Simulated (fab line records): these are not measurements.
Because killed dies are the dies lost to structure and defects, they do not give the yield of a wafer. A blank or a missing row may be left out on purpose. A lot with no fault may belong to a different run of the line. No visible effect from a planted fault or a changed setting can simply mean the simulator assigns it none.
fab line records	flow sky130
record: lots: 5	wafers: 15	last-day: 50
route steps=708 shown CONTACT@431 METAL1@434 PAD_OPEN@708
lots that met no fault: from a run of the same line without faults
start-h: hours from the record's first day to the start of the lot's first wafer shown	wait-h: time in hours since the lot's previous step	" identical to the entry in the row above	L1.1+2: one row covering several wafers at once	- value missing, or start not given	* or withheld: withheld	< > ~ a bound
route shown NAME@n: NAME is a module with steps in the file, n the number in the route of the first one	usual: mean/standard deviation of fault-free wafers	same: alike in all rows	chamber/n: place in a boat	sites: the reading at each site	_std_site: how widely they spread, as a standard deviation	_edge_site: inner sites' mean taken away from outer sites' mean	radius-mm: for every site, how far away it sits from the centre of the wafer	mask NAME#n: copy n	behind: the most recent tool/chamber to have shaped the wafer	hold: cause of the lot's hold/its duration in hours/its outcome	device: names the non-switching transistor (n, p or np)	end of line: the tests these same wafers got at the end of their route	step lacking rows: just its recipe	killed: dies that structure and defects cost at the first sort, which is not the same as the wafer's yield	map: dies across one wafer; x = killed, . = not, _ = none there
set.NAME: the setting as run; set.NAME@STEP: as run at that earlier step	model.NAME: the simulator's own value behind a step, which no gauge read
a table for each step, a row for each wafer; lots at some steps of the route
services: a tool's chamber out of use, with start hour (start-h, from the record's first day; less than 0 if before it), hours out, and reason
== steps ==
step: SKY_CONTACT_RS_MEAS_25
recipe: thk-meas-gauge: four-point-probe	reads: W_of_CONTACT_CVD_24+TiN_of_CONTACT_SPUTTER_23
usual: CONTACT_W_RS: 0.336/0.0031
lot.wafer	tool	chamber	start-h	wait-h	CONTACT_W_RS[ohm/sq]
L692.2	film-metro-03	-	790.12	0.1	0.334
L692.3	"	-	"	"	0.339
L692.6	"	-	"	"	0.333
L696.2	film-metro-03	-	815.88	0.1	0.337
L696.4	"	-	"	"	0.336
L696.6	"	-	"	"	0.337
L707.1	film-metro-03	-	877.55	0.1	0.333
L707.2	"	-	"	"	0.334
L707.5	"	-	"	"	0.330
L708.2	film-metro-01	-	879.12	0.1	0.339
L708.3	"	-	"	"	0.340
L708.6	"	-	"	"	0.342
L713.3	film-metro-04	-	909.54	0.1	0.332
L713.4	"	-	"	"	0.337
L713.5	"	-	"	"	0.333
step: SKY_CONTACT_THK_MEAS_26
recipe: thk-meas-gauge: xrf	reads: W_of_CONTACT_CVD_24
usual: CONTACT_W_THK: 350/3.7
lot.wafer	tool	chamber	start-h	wait-h	CONTACT_W_THK[nm]
L692.2	film-metro-03	-	790.23	0.1	355
L692.3	"	-	"	"	352
L692.6	"	-	"	"	357
L696.2	film-metro-03	-	815.99	0.1	349
L696.4	"	-	"	"	346
L696.6	"	-	"	"	346
L707.1	film-metro-03	-	877.67	0.1	353
L707.2	"	-	"	"	352
L707.5	"	-	"	"	357
L708.2	film-metro-01	-	879.23	0.1	346
L708.3	"	-	"	"	345
L708.6	"	-	"	"	344
L713.3	film-metro-04	-	909.64	0.1	357
L713.4	"	-	"	"	353
L713.5	"	-	"	"	357
step: SKY_CONTACT_CMP_27
recipe: stop-on: SiO2	t-overpolish-s: 15	down-force-psi: 3.5	platen-rpm: 60	target-thk-nm: 0	pad-velocity-m-s: 0.94248
step: SKY_METAL1_SPUTTER_00
recipe: material: Ti	target-thk-nm: 15	power-w: 3000	time-s: 10	chamber-pressure-pa: 0.4
usual: throttle-valve-pct: 30.5/0.72
same: time-s: 10
lot.wafer	tool	chamber	start-h	wait-h	throttle-valve-pct
L692.2	pvd-sputter-02	-	790.58	0.2	31.9
L692.3	"	-	"	"	30.8
L692.6	"	-	"	"	30.7
L696.2	pvd-sputter-03	-	816.34	0.2	29.3
L696.4	"	-	"	"	31.0
L696.6	"	-	"	"	29.2
L707.1	pvd-sputter-03	-	878.03	0.1	31.0
L707.2	"	-	"	"	30.4
L707.5	"	-	"	"	30.1
L708.2	pvd-sputter-02	-	879.58	0.2	30.8
L708.3	"	-	"	"	31.2
L708.6	"	-	"	"	30.1
L713.3	pvd-sputter-04	-	909.98	0.2	29.8
L713.4	"	-	"	"	30.4
L713.5	"	-	"	"	30.1
step: SKY_METAL1_SPUTTER_01
recipe: material: TiN	target-thk-nm: 20	power-w: 6500	time-s: 16.7	chamber-pressure-pa: 0.4
usual: throttle-valve-pct: 30.5/0.72
same: time-s: 16.7
lot.wafer	tool	chamber	start-h	wait-h	throttle-valve-pct
L692.2	pvd-sputter-02	-	790.61	0.0	31.8
L692.3	"	-	"	"	30.8
L692.6	"	-	"	"	30.8
L696.2	pvd-sputter-03	-	816.36	0.0	29.6
L696.4	"	-	"	"	30.9
L696.6	"	-	"	"	29.4
L707.1	pvd-sputter-03	-	878.06	0.0	31.1
L707.2	"	-	"	"	30.3
L707.5	"	-	"	"	30.2
L708.2	pvd-sputter-02	-	879.61	0.0	30.8
L708.3	"	-	"	"	31.2
L708.6	"	-	"	"	29.6
L713.3	pvd-sputter-04	-	910.01	0.0	30.1
L713.4	"	-	"	"	30.0
L713.5	"	-	"	"	30.0
step: SKY_METAL1_SPUTTER_02
recipe: material: AlCu	target-thk-nm: 250	power-w: 10600	time-s: 13.3	chamber-pressure-pa: 0.4
usual: throttle-valve-pct: 30.5/0.69
same: time-s: 13.3
lot.wafer	tool	chamber	start-h	wait-h	throttle-valve-pct
L692.2	pvd-sputter-02	-	790.63	0.0	31.9
L692.3	"	-	"	"	30.9
L692.6	"	-	"	"	30.6
L696.2	pvd-sputter-03	-	816.39	0.0	29.2
L696.4	"	-	"	"	30.9
L696.6	"	-	"	"	29.1
L707.1	pvd-sputter-03	-	878.08	0.0	30.9
L707.2	"	-	"	"	30.3
L707.5	"	-	"	"	30.2
L708.2	pvd-sputter-02	-	879.63	0.0	30.6
L708.3	"	-	"	"	31.2
L708.6	"	-	"	"	29.8
L713.3	pvd-sputter-04	-	910.03	0.0	29.9
L713.4	"	-	"	"	30.7
L713.5	"	-	"	"	30.1
step: SKY_METAL1_SPUTTER_03
recipe: material: Ti	target-thk-nm: 5	power-w: 3000	time-s: 3.3	chamber-pressure-pa: 0.4
usual: throttle-valve-pct: 30.5/0.7
same: time-s: 3.3
lot.wafer	tool	chamber	start-h	wait-h	throttle-valve-pct
L692.2	pvd-sputter-02	-	790.66	0.0	31.6
L692.3	"	-	"	"	30.5
L692.6	"	-	"	"	30.5
L696.2	pvd-sputter-03	-	816.41	0.0	29.3
L696.4	"	-	"	"	31.2
L696.6	"	-	"	"	29.4
L707.1	pvd-sputter-03	-	878.11	0.0	31.2
L707.2	"	-	"	"	30.2
L707.5	"	-	"	"	30.0
L708.2	pvd-sputter-02	-	879.66	0.0	30.6
L708.3	"	-	"	"	31.4
L708.6	"	-	"	"	29.5
L713.3	pvd-sputter-04	-	910.06	0.0	29.9
L713.4	"	-	"	"	30.3
L713.5	"	-	"	"	29.9
step: SKY_METAL1_SPUTTER_04
recipe: material: TiN	target-thk-nm: 70	power-w: 6500	time-s: 58.3	chamber-pressure-pa: 0.4
usual: throttle-valve-pct: 30.5/0.69
same: time-s: 58.3
lot.wafer	tool	chamber	start-h	wait-h	throttle-valve-pct
L692.2	pvd-sputter-02	-	790.67	0.0	32.0
L692.3	"	-	"	"	30.3
L692.6	"	-	"	"	30.5
L696.2	pvd-sputter-03	-	816.43	0.0	29.2
L696.4	"	-	"	"	31.1
L696.6	"	-	"	"	29.4
L707.1	pvd-sputter-03	-	878.12	0.0	30.9
L707.2	"	-	"	"	30.1
L707.5	"	-	"	"	30.2
L708.2	pvd-sputter-02	-	879.67	0.0	30.6
L708.3	"	-	"	"	31.4
L708.6	"	-	"	"	29.8
L713.3	pvd-sputter-04	-	910.07	0.0	30.2
L713.4	"	-	"	"	30.6
L713.5	"	-	"	"	29.9
step: SKY_METAL1_RS_MEAS_05
recipe: thk-meas-gauge: four-point-probe	reads: TiN_of_METAL1_SPUTTER_04+Ti_of_METAL1_SPUTTER_03+AlCu_of_METAL1_SPUTTER_02+TiN_of_METAL1_SPUTTER_01+Ti_of_METAL1_SPUTTER_00
usual: METAL1_ALCU_RS: 0.1269/0.001
lot.wafer	tool	chamber	start-h	wait-h	METAL1_ALCU_RS[ohm/sq]
L692.2	film-metro-02	-	790.74	0.0	0.1261
L692.3	"	-	"	"	0.1274
L692.6	"	-	"	"	0.1268
L696.2	film-metro-03	-	816.50	0.0	0.1272
L696.4	"	-	"	"	0.1270
L696.6	"	-	"	"	0.1272
L707.1	film-metro-02	-	878.17	0.0	0.1251
L707.2	"	-	"	"	0.1245
L707.5	"	-	"	"	0.1241
L708.2	film-metro-04	-	879.74	0.0	0.1270
L708.3	"	-	"	"	0.1272
L708.6	"	-	"	"	0.1267
L713.3	film-metro-04	-	910.16	0.1	0.1265
L713.4	"	-	"	"	0.1264
L713.5	"	-	"	"	0.1261
step: SKY_METAL1_THK_MEAS_06
recipe: thk-meas-gauge: xrf	reads: AlCu_of_METAL1_SPUTTER_02
usual: METAL1_ALCU_THK: 251.1/2.2
lot.wafer	tool	chamber	start-h	wait-h	METAL1_ALCU_THK[nm]
L692.2	film-metro-02	-	790.85	0.1	252.4
L692.3	"	-	"	"	252.1
L692.6	"	-	"	"	250.3
L696.2	film-metro-03	-	816.61	0.1	251.9
L696.4	"	-	"	"	251.1
L696.6	"	-	"	"	250.1
L707.1	film-metro-02	-	878.29	0.1	255.4
L707.2	"	-	"	"	257.2
L707.5	"	-	"	"	256.8
L708.2	film-metro-04	-	879.85	0.1	250.9
L708.3	"	-	"	"	249.1
L708.6	"	-	"	"	252.9
L713.3	film-metro-04	-	910.26	0.1	251.2
L713.4	"	-	"	"	252.0
L713.5	"	-	"	"	252.4
step: SKY_METAL1_DEHYDRATE_07
recipe: temp-c: 200	time-s: 60
step: SKY_METAL1_HMDS_08
recipe: prime-time-s: 60	prime-temp-c: 120
step: SKY_METAL1_COAT_09
recipe: resist: BARC	temp-c: withheld	time-s: withheld	spin-rpm: 3000	resist-thk-nm: 60
lot.wafer	tool	chamber	start-h	wait-h
L692.2+3+6	litho-track-02	0	803.88	0.1
L696.2+4+6	litho-track-02	0	827.98	0.1
L707.1+2+5	litho-track-01	0	891.50	0.1
L708.2+3+6	litho-track-01	0	892.93	0.1
L713.3+4+5	litho-track-03	0	922.14	0.1
step: SKY_METAL1_COAT_10
recipe: resist: KrF-thick	spin-rpm: 3000	resist-thk-nm: 450
step: SKY_METAL1_SOFTBAKE_11
recipe: temp-c: 100	time-s: 90	resist: KrF-thick
step: SKY_METAL1_EXPOSE_12
recipe: mask-id: MM1	na: 0.8	source-shape: annular	sigma-inner: 0.55	sigma-outer: 0.85	target-cd-nm: 140	dose-mj: 28
step: SKY_METAL1_PEB_13
recipe: peb-temp-c: withheld	peb-time-s: withheld	resist: KrF-thick
step: SKY_METAL1_DEVELOP_14
recipe: develop-time-s: 60	resist: KrF-thick	dev-temp-c: 21
step: SKY_METAL1_CD_MEAS_15
recipe: target-cd-nm: 140
usual: cd-nm: 140.2/1.3
lot.wafer	tool	chamber	start-h	wait-h	cd-nm
L692.2	cd-sem-02	-	817.67	-	143.1
L692.3	"	-	"	"	140.2
L692.6	"	-	"	"	142.9
L696.2	cd-sem-01	-	841.82	-	140.8
L696.4	"	-	"	"	140.8
L696.6	"	-	"	"	138.4
L707.1	cd-sem-01	-	904.31	-	140.0
L707.2	"	-	"	"	138.4
L707.5	"	-	"	"	138.0
L708.2	cd-sem-02	-	905.44	-	138.9
L708.3	"	-	"	"	139.8
L708.6	"	-	"	"	139.3
L713.3	cd-sem-01	-	934.44	-	140.0
L713.4	"	-	"	"	139.7
L713.5	"	-	"	"	139.1
step: SKY_METAL1_OVL_MEAS_16
usual: METAL1_OVL: 4/5.6
lot.wafer	tool	chamber	start-h	wait-h	METAL1_OVL[nm]
L692.2	overlay-01	-	817.78	0.1	-1
L692.3	"	-	"	"	4
L692.6	"	-	"	"	4
L696.2	overlay-01	-	841.93	0.1	6
L696.4	"	-	"	"	6
L696.6	"	-	"	"	9
L707.1	overlay-02	-	904.43	0.1	13
L707.2	"	-	"	"	0
L707.5	"	-	"	"	12
L708.2	overlay-02	-	905.54	0.1	19
L708.3	"	-	"	"	4
L708.6	"	-	"	"	11
L713.3	overlay-02	-	934.53	0.1	-1
L713.4	"	-	"	"	-9
L713.5	"	-	"	"	1
step: SKY_METAL1_DESCUM_17
recipe: chemistry: O2	source-power-w: 150	bias-power-w: 0	pressure-mtorr: 10	temp-c: 40	time-s: 8
step: SKY_METAL1_ETCH_18
recipe: chemistry: N2/H2	target: BARC	ion-energy-ev: 200	bias-w: 100	pressure-mtorr: 30	n2-flow-sccm: 100	h2-flow-sccm: 200	icp-w: 500	stop-on: SiO2	time-s: 45.9	target-depth-a: 600
usual: drypump-motor-current-A: 6.01/0.21	n2-flow-sccm: 99.97/0.28	oes-product-au: 0.854/0.0047	throttle-valve-pct: 13.224/0.0094
same: time-s: 45.9
lot.wafer	tool	chamber	start-h	wait-h	drypump-motor-current-A	n2-flow-sccm	oes-product-au	rf-hours-counter-h	throttle-valve-pct	model.etch.depth-nm
L692.2	rie-metal-04	1	817.84	0.0	5.78	99.98	0.860	1	13.225	60.34
L692.3	"	0	"	"	5.75	99.48	0.855	-	13.215	60.25
L692.6	"	0	"	"	5.74	100.08	0.857	-	13.249	60.28
L696.2	rie-metal-01	0	842.04	0.1	5.97	99.94	0.859	-	13.221	59.71
L696.4	"	0	"	"	6.00	99.61	0.840	-	13.227	57.5
L696.6	"	0	"	"	6.01	99.89	0.851	-	13.218	59.79
L707.1	rie-metal-01	0	904.53	0.1	5.98	100.00	0.852	13	13.207	60.15
L707.2	"	0	"	"	5.99	99.86	0.858	-	13.218	60.11
L707.5	"	0	"	"	6.00	100.18	0.859	-	13.240	60.09
L708.2	rie-metal-03	0	905.60	0.0	5.86	99.64	0.857	3	13.230	60.31
L708.3	"	0	"	"	5.84	99.84	0.854	-	13.231	60.27
L708.6	"	0	"	"	5.84	99.70	0.854	-	13.223	60.12
L713.3	rie-metal-03	0	934.61	0.0	5.84	100.13	0.850	-	13.214	59.82
L713.4	"	1	"	"	6.41	99.66	0.856	-	13.218	60.02
L713.5	"	1	"	"	6.40	100.20	0.851	-	13.222	60.2
step: SKY_METAL1_METAL_ETCH_19
recipe: target-depth-a: 3600	stop-on: SiO2	over-etch-frac: 0.3	time-s: 78	chemistry: Cl2/BCl3	resist-sidewall-deg: 88	pressure-mtorr: 10	icp-w: 900	bias-w: 48.5	Cl2_flow_sccm: 60	bcl3-flow-sccm: 30
step: SKY_PAD_OPEN_PROBE_99
usual: defect-limited-yield: 82.3/1.8	killed_at_M0_to_M3: 44/6.9	killed_at_M4_up: 3.3/1.7	killed-at-contacts: 24/5.5	killed-at-front-end: 16/4.5	killed-at-other: 0.2/0.46	killed-dies: 87/9.1	killed-open: 48/7.3	killed-short: 39/6.2	sort_bin_3_pad_short: 0.9/0.4	sort_bin_5_function: 10.4/1.5	sort_bin_6_memory: 6.4/1.2	sort-n-pass: 405/9.1	sort-yield-pct: 82.3/1.8
same: gross-dies: 492	killed-at-back-side: 0	sort_bin_4_leakage[%]: 0	sort_bin_8_speed[%]: 0
lot.wafer	tool	chamber	start-h	wait-h	defect-limited-yield[%]	killed_at_M0_to_M3	killed_at_M4_up	killed-at-contacts	killed-at-front-end	killed-at-other	killed-dies	killed-open	killed-short	sort_bin_3_pad_short[%]	sort_bin_5_function[%]	sort_bin_6_memory[%]	sort-n-pass	sort-yield-pct[%]
L708.2	prober-01	-	1180.47	0.1	80.5	49	3	27	17	0	96	46	50	0.8	11.2	7.5	396	80.5
L708.3	prober-01	-	1180.52	0.2	84.1	38	2	23	15	0	78	44	34	0.4	10.4	5.1	414	84.1
L708.6	prober-01	-	1180.67	0.2	83.3	47	3	23	9	0	82	44	38	1.4	8.3	6.9	410	83.3
killed by level:class
L708.2 CONTACT:geometric-particle:short=10 VIA1:geometric-particle:open=9 LOCAL_INTERCONNECT:geometric-particle:short=6 VIA1:geometric-particle:short=6 VIA3:geometric-particle:open=6 METAL2:geometric-particle:short=5 METAL1:geometric-particle:open=5 METAL1:geometric-particle:short=5
L708.3 VIA1:geometric-particle:open=11 CONTACT:geometric-particle:open=8 FIELD_ISO:geometric-particle:open=6 VIA3:geometric-particle:open=6 LI_CONTACT:geometric-particle:open=5 CONTACT:geometric-particle:short=5 METAL1:geometric-particle:short=5 FIELD_ISO:geometric-particle:short=4
L708.6 VIA1:geometric-particle:open=11 CONTACT:geometric-particle:open=8 METAL1:geometric-particle:short=8 VIA3:geometric-particle:open=7 LI_CONTACT:geometric-particle:open=5 VIA2:geometric-particle:open=5 LOCAL_INTERCONNECT:geometric-particle:short=4 VIA2:geometric-particle:short=4
== services ==
tool	chamber	start-h	hours	kind
rie-metal-04	1	779.20	-	clean
rie-metal-04	1	779.20	16.3	scheduled-down
rie-metal-04	1	779.20	16.3	vent-cycle
pvd-sputter-03	0	790.81	-	consumable-replace:kit
pvd-sputter-03	0	790.81	18.0	scheduled-down
pvd-sputter-03	0	790.81	18.0	vent-cycle
rie-metal-01	1	811.51	9.1	repair
pvd-sputter-04	-	819.20	1.4	repair
rie-metal-03	0	822.58	-	clean
rie-metal-03	0	822.58	19.0	scheduled-down
rie-metal-03	0	822.58	19.0	vent-cycle
rie-metal-01	1	838.27	71.5	repair
pvd-sputter-02	0	851.42	-	consumable-replace:kit
pvd-sputter-02	0	851.42	18.0	scheduled-down
pvd-sputter-02	0	851.42	18.0	vent-cycle
rie-metal-03	1	853.60	-	clean
rie-metal-03	1	853.60	16.2	scheduled-down
rie-metal-03	1	853.60	16.2	vent-cycle
pvd-sputter-04	2	877.67	-	consumable-replace:kit
pvd-sputter-04	2	877.67	18.0	scheduled-down
pvd-sputter-04	2	877.67	18.0	vent-cycle
rie-metal-04	0	909.02	-	clean
pvd-sputter-02	-	924.80	1.3	repair
rie-metal-04	-	928.42	2.8	pm
== key ==
first-sign: step: SKY_METAL1_ETCH_18	reading: oes-product-au	direction: down	sigmas: 3.1	usual: 0.854	struck: 0.840
effect none on later readings
model-effect: step: SKY_METAL1_ETCH_18	value: etch.depth-nm	without: 59.8	struck: 57.5
met-at SKY_METAL1_COAT_09
struck-wafers L696.4
onset-between 803.88 827.98
fault: kind: process-parameter-drift	tool: litho-track-02	chamber: -	onset-h: 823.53	steps: SKY_METAL1_COAT_09	channel: resist-thk-nm	offset: -2.3107	shape: step	end-h: 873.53	scope: struck-wafers-only	acts-in: these-recipes-only	stated: 60
